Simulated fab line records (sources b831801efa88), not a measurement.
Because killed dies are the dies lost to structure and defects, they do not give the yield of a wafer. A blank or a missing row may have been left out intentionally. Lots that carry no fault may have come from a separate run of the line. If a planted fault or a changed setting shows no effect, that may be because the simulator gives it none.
A lot that was struck, set against a sound lot ; flow sky130 ; 15 steps out of a route of 708
Sound: the wafers L753.1, L753.5, L753.6. Wafers L747.2, L747.4, L747.6 were the ones struck. Last of all comes the cause.
Per side, at each step with rows, come the tool, then ch with its chambers, and then its first start. Under that, the readings that differ: sound wafers ; struck wafers ; difference of the means ; sigmas: that difference in standard deviations of wafers without a fault.
alike: words and numbers the same on both sides, and readings whose means are apart by under 2 such deviations; not compared: readings that were withheld, readings missing a value for some wafer, numbers with overlapping values and no deviation given by the record, and bounds like >300 which may hide the same value.
Wherever a step has rows on one side only, a row that says differs or no value, or a row with sigmas, the two part there. Non-overlapping numbers with no deviation appear without sigmas and do not part them. Lack of a reading on every wafer of one side parts them only where that side has two or more wafers.

first, 8 steps without rows for these wafers: SKY_METAL3_DEHYDRATE_05 (time 60 s); SKY_METAL3_HMDS_06 (prime time 60 s); SKY_METAL3_COAT_07 (resist thk 60 nm); SKY_METAL3_COAT_08 (resist thk 1140 nm); SKY_METAL3_SOFTBAKE_09 (time 90 s); SKY_METAL3_EXPOSE_10 (exposes mask MM3, target cd 300 nm); SKY_METAL3_PEB_11; SKY_METAL3_DEVELOP_12 (develop time 60 s).
SKY_METAL3_CD_MEAS_13: the cd target is 300 nm.
  sound on cdSem-01 at day 43 16:52; struck on cdSem-02 at day 41 22:18
reading;sound;struck;difference;sigmas
cdNm (nm);300.7 300.3 300.2;297.2 297.9 297.9;-2.7;-2
SKY_METAL3_OVL_MEAS_14:
  sound on overlay-02 at day 43 16:59; struck on overlay-01 at day 41 22:25
  alike: METAL3_OVL
SKY_METAL3_DESCUM_15: chemistry O2, time 8 s.
  sound on rieMetal-01 ch 1, day 43 17:01; struck on rieMetal-03 ch 0,1, day 41 22:26
  alike: drypumpMotorCurrentA, oesProductAu, rfFwdPowerW
  not compared: rfHoursCounterH
SKY_METAL3_ETCH_16: etches BARC in N2/H2, stops on SiO2, time 88.2 s, target depth 60 nm.
  sound on rieMetal-01 ch 1, day 43 17:05; struck on rieMetal-03 ch 0,1, day 41 22:28
reading;sound;struck;difference;sigmas
drypumpMotorCurrentA (A);5.5 5.5 5.5;6.3 6.3 5.9;+0.7;+2
  alike: biasW, oesProductAu, rfFwdPowerW, throttleValvePct
  not compared: rfHoursCounterH
SKY_METAL3_ETCH_17: etches SiO2 in C4F8/O2/Ar, stops on TiN, time 3.9 s, target depth 15 nm.
  sound on rieDiel-02 ch 0,1, day 43 17:17; struck on rieDiel-04 ch 0,1,3, day 41 22:34
reading;sound;struck;difference;sigmas
rfFwdPowerW (W);1462 1466 1471;1233 1233 1226;-236;-31
  alike: biasW, oesProductAu
  not compared: rfHoursCounterH
SKY_METAL3_METAL_ETCH_18: etches the open film in Cl2/BCl3, stops on SiO2, target depth 845 nm, time 183.1 s.
  sound on rieMetal-04 ch 0,1, day 43 17:18; struck on rieMetal-01 ch 0,1, day 41 22:35
reading;sound;struck;difference;sigmas
oesProductAu (a.u.);0.876 0.880 0.870;0.867 0.860 0.864;-0.012;-2
  alike: biasW, drypumpMotorCurrentA, mfcCl2Sccm, rfFwdPowerW, throttleValvePct
  not compared: rfHoursCounterH
-- the record jumps here: 6 days lie between the struck wafers' starts before and after (it left off in module METAL3 and takes up again in module PAD_OPEN, whose first step shown is number 708 of the route) --
SKY_PAD_OPEN_PROBE_99:
  only the struck wafers here have rows in the record (prober-01, day 48 08:41); the sound ones have none

WHERE THEY PART
Earliest at SKY_METAL3_CD_MEAS_13; latest, in this record, at SKY_PAD_OPEN_PROBE_99.

WHY: what the simulator had put in
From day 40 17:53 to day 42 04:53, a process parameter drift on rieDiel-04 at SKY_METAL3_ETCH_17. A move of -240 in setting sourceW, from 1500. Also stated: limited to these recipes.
